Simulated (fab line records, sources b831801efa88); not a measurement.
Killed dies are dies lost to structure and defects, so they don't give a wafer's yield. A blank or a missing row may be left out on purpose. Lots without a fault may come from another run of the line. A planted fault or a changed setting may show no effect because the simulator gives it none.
Which tool did it? | flow sky130 | 7 lots, 21 wafers sampled, at 1 step of a route of 708

WHAT THE GAUGES READ, wafer by wafer
SKY_METAL2_OVL_MEAS_16.
lot  | measured     | on         | METAL2_OVL (nm)
L155 | day 35 10:50 | overlay-02 | -4 -3 -1
L158 | day 35 16:46 | overlay-01 | 0 0 -5
L159 | day 36 08:23 | overlay-01 | 4 -6 -1
L164 | day 37 23:35 | overlay-02 | 2 6 -2
L167 | day 38 23:11 | overlay-01 | 6 1 5
L172 | day 40 10:26 | overlay-01 | -9 -5 -8
L176 | day 41 13:38 | overlay-02 | 6 7 11

WHICH TOOL RAN EACH LOT (tool, then ch and the chambers of the sampled wafers, then the start)
The record holds no process step before these readings.

THE ANSWER, worked out from the rows above alone
Rule: what is usual is taken from the lots themselves. Put in order of their means at a reading, lots are off if they are a third of the lots or fewer, leave a main group of 4 or more, and stand apart from it by a gap of 3 or more times the standard deviation of the main group's means; of several such gaps the widest counts. A main group whose means are all the same, to the digits that the tables above print for the reading, isn't used. A lot without any number at a reading at which 4 lots or more have one is off too. The other lots that the step has rows for count as sound.
No lot is off at any reading shown: from this, nothing can be told.

WHAT THE SIMULATOR HAD PUT IN
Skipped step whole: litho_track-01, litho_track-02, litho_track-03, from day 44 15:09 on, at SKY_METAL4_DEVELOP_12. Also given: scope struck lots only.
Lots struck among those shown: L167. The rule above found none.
